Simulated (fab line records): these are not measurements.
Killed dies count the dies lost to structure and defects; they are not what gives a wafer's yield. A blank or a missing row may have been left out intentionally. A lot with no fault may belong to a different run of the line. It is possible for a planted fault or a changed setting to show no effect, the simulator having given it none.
Struck lot and sound lot, side by side ; flow sky130 ; 14 steps out of a route of 708
Sound: these wafers, L400.2, L400.3, L400.6. Struck: wafers L389.1, L389.2, L389.3. At the end, the cause is stated.
Each step with rows lists, per side, the tool, then ch with its chambers, then its first start. Under that, the readings that differ: sound wafers ; struck wafers ; difference of the means ; sigmas: that difference in standard deviations of wafers without a fault.
alike: words and numbers the same on both sides, and readings whose means are apart by under 2 such deviations; not compared: readings that were withheld, readings missing a value for some wafer, numbers with overlapping values and no deviation given by the record, and bounds like >300 which may hide the same value.
The two part at a step that has a row with sigmas, a row that says differs or no value, or rows on one side only. Non-overlapping numbers with no deviation appear without sigmas and do not part them. A reading that every wafer of one side lacks parts them only if that side has two wafers or more.

SKY_CAPM_METAL_ETCH_13: etches TiN in Cl2/BCl3, stops on SiO2, target depth 220 nm, time 62.9 s.
  sound on rie-metal-03 ch 0,1, day 42 15:20; struck on rie-metal-03 ch 0,1, day 39 18:19
  alike: chamber-pressure-mTorr, drypump-motor-current-A, mfc-cl2-sccm, oes-product-au, throttle-valve-pct
  not compared: rf-hours-counter-h
SKY_CAPM_STRIP_14: strips in O2/N2.
  sound on plasma-asher-01 ch 1, day 42 15:24; struck on plasma-asher-03 ch 0,1, day 39 18:23
  alike: chamber-pressure-mTorr, drypump-motor-current-A, oes-product-au, strip-time-to-endpoint-s
  not compared: rf-hours-counter-h
then, 10 steps without rows for these wafers: SKY_CAPM_STRIP_15 (strips in post etch residue remover, time 1200 s); SKY_CAPM_CLEAN_16 (cleans in IPA, time 180 s); SKY_CAPM_CLEAN_17 (cleans in O3/DIW); SKY_METAL3_DEHYDRATE_05 (time 60 s); SKY_METAL3_HMDS_06 (prime time 60 s); SKY_METAL3_COAT_07 (resist thk 60 nm); SKY_METAL3_COAT_08 (resist thk 1140 nm); SKY_METAL3_SOFTBAKE_09 (time 90 s); SKY_METAL3_EXPOSE_10 (exposes mask MM3, target cd 300 nm); SKY_METAL3_PEB_11.
SKY_METAL3_DEVELOP_12: develop time 60 s.
  struck on litho-track-01, day 40 20:00; sound on litho-track-02 ch 0, day 43 14:00
  no value came back on the struck wafers for chill-plate-temp-C (C), develop-time-s (s); on the sound wafers chill-plate-temp-C (C) reads 23.12 23.25 23.03
reading;sound;struck;difference;sigmas
model.KrF-thick_of_METAL3_COAT_08.thk-nm (nm);1131 1127 1129;1140 1142 1143;+13;
SKY_METAL3_CD_MEAS_13 targets a cd of 300 nm.
  sound: cd-sem-01 at day 43 15:07; struck: cd-sem-02 at day 40 20:10
reading;sound;struck;difference;sigmas
cd-nm (nm);296.8 298.3 297.2;- - -;no value on the struck wafers;

WHERE THEY PART
Last at SKY_METAL3_CD_MEAS_13 as far as this record goes, first at SKY_METAL3_DEVELOP_12.

WHY: what the simulator had put in
At SKY_METAL3_DEVELOP_12, the step was skipped entirely on litho-track-01 from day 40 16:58 on. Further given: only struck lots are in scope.
